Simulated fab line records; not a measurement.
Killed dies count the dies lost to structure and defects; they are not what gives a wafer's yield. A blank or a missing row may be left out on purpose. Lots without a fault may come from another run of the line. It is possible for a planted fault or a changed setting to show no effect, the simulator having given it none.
Which tool was responsible?    flow gf180mcu    Sampling: 7 lots, 21 wafers, 2 of 602 route steps

== WHAT THE GAUGES READ, wafer by wafer ==
GF_NWELL_OVL_MEAS_07.
lot   measured     on          NWELL_OVL (nm)
L761  day 3 12:35  overlay-01  -1.9 -0.5 -1.0
L763  day 4 02:05  overlay-02  -0.6 -0.8 0.1
L765  day 4 10:59  overlay-02  0.7 -0.3 0.4
L767  day 4 21:22  overlay-02  1.6 -0.1 2.8
L772  day 6 02:26  overlay-02  52.2 52.0 53.3
L777  day 7 05:14  overlay-01  -1.9 -0.9 -1.1
L781  day 8 03:30  overlay-02  0.2 0.2 1.8

== WHAT TOOL EACH LOT RAN ON (gives the tool, then ch and the chambers of the sampled wafers, and finally the start) ==
lot   GF_NWELL_EXPOSE_04
L761  iline_stepper-02 ch 0, day 3 06:22
L763  iline_stepper-02 ch 0, day 3 19:16
L765  iline_stepper-01 ch 0, day 4 04:35
L767  iline_stepper-02 ch 0, day 4 14:06
L772  iline_stepper-01 ch 0, day 5 18:17
L777  iline_stepper-02 ch 0, day 6 21:35
L781  iline_stepper-02 ch 0, day 7 19:15
- GF_NWELL_EXPOSE_04: exposes mask Nwell, target cd 860 nm.

== THE ANSWER, worked out from the rows above alone ==
Rule: the lots themselves supply what counts as usual. The widest of any qualifying gaps counts: lots, ordered by their means at a reading, are off when they make up no more than a third of the lots, leave a main group of 4 or more, and stand apart from it by 3 or more times the standard deviation of that group's means. If all means in a main group match to the digits the tables above print for the reading, that group is not used. A lot without any number at a reading at which 4 lots or more have one is off too. All remaining lots with rows at the step are treated as sound.
Off: at GF_NWELL_OVL_MEAS_07 (NWELL_OVL), L772. For the main group the mean is -0.1 nm and the standard deviation 0.98.
A tool fits if, at a process step before that reading, it ran every lot that is off, and no sound lot after the first of them. Those tools and the gauges at GF_NWELL_OVL_MEAS_07 are tried in the same way. One fits: GF_NWELL_EXPOSE_04 on iline_stepper-01. A fault onset in the window from L765 (day 4 04:35, its last sound lot) to L772 (day 5 18:17, its first lot off) fits.

== WHAT WAS PUT IN BY THE SIMULATOR ==
Scanner matching overlay: iline_stepper-01, from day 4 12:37 on, at GF_NWELL_EXPOSE_04. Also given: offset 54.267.
Lots struck among those shown: L772. The rule above reached the same finding.
